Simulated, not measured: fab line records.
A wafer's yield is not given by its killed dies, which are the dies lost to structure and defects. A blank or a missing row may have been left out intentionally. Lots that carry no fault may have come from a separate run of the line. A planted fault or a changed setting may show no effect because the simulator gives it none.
Lot-split experiment | flow gf180mcu | 23 wafers read from 5 lots, route of 602 steps

== SPLIT DETAILS ==
At GF_POLY_GATE_CVD_00 (deposits poly-Si, target thk 200 nm, time 1200 s), the setting timeS was moved away from the recipe's 1200 s on 15 of the 23 wafers read, by -10.6% to +11.7%. The other wafers ran this setting at the recipe's value.

There is no step in the file separating the split from the reading.

== THE READING ==
Values of POLY_GATE_CVD_00_THK in nm from GF_POLY_GATE_THK_MEAS_01. A value of 199.9 nm with a standard deviation of 2 nm is what fault-free wafers of this fab line usually give.

wafer  | tool, chamber at the split | timeS as run, s | against the recipe | POLY_GATE_CVD_00_THK, nm | against lot-mates on the recipe
L076.1 | -, -                       | 1073            | -10.6%             | 178.5                    | no lot-mate on the recipe
L076.2 | -, -                       | 1073            | -10.6%             | 177.8                    | no lot-mate on the recipe
L076.3 | -, -                       | 1073            | -10.6%             | 180.4                    | no lot-mate on the recipe
L076.4 | -, -                       | 1073            | -10.6%             | 179.3                    | no lot-mate on the recipe
L076.5 | -, -                       | 1073            | -10.6%             | 177.9                    | no lot-mate on the recipe
L078.2 | -, -                       | 1111            | -7.4%              | 183.9                    | no lot-mate on the recipe
L078.3 | -, -                       | 1111            | -7.4%              | 185.7                    | no lot-mate on the recipe
L078.4 | -, -                       | 1111            | -7.4%              | 185.6                    | no lot-mate on the recipe
L078.5 | -, -                       | 1111            | -7.4%              | 186.0                    | no lot-mate on the recipe
L078.6 | -, -                       | 1111            | -7.4%              | 186.2                    | no lot-mate on the recipe
L079.1 | lpcvd-02, 1                | 1200            | recipe             | 201.9                    | -
L079.4 | lpcvd-02, 1                | 1200            | recipe             | 200.5                    | -
L079.5 | lpcvd-02, 1                | 1200            | recipe             | 200.2                    | -
L082.1 | -, -                       | 1200            | recipe             | 203.4                    | -
L082.2 | -, -                       | 1200            | recipe             | 201.8                    | -
L082.3 | -, -                       | 1200            | recipe             | 202.8                    | -
L082.5 | -, -                       | 1200            | recipe             | 202.5                    | -
L082.6 | -, -                       | 1200            | recipe             | 200.7                    | -
L084.1 | -, -                       | 1340            | +11.7%             | 220.6                    | no lot-mate on the recipe
L084.2 | -, -                       | 1340            | +11.7%             | 221.4                    | no lot-mate on the recipe
L084.4 | -, -                       | 1340            | +11.7%             | 221.0                    | no lot-mate on the recipe
L084.5 | -, -                       | 1340            | +11.7%             | 221.6                    | no lot-mate on the recipe
L084.6 | -, -                       | 1340            | +11.7%             | 219.4                    | no lot-mate on the recipe

THE FIT
A straight line over all 23 wafers: POLY_GATE_CVD_00_THK changes by +1.9 nm for each +1% of timeS; r = +0.99; the points scatter about the line by 1.7 nm.
Too few moved wafers have a lot-mate on the recipe to fit a line with each lot's own level taken away.

== THE WHOLE CHAIN: every reading that the file lists as answering this split, in the file's order ==
step                     | what it does                                     | reading                                                                            | change (the file's fit)             | r (the file's)
GF_POLY_GATE_CVD_00      | deposits poly-Si, target thk 200 nm, time 1200 s | poly-Si_of_POLY_GATE_CVD_00.thkNm (the simulator's own value, which no gauge read) | +1.9 nm for each +1% of the setting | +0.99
GF_POLY_GATE_THK_MEAS_01 |                                                  | POLY_GATE_CVD_00_THK                                                               | +1.9 for each +1% of the setting    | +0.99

== FILE'S OWN FIT ==
POLY_GATE_CVD_00_THK changes by +1.9 nm for each +1% of timeS, r = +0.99.
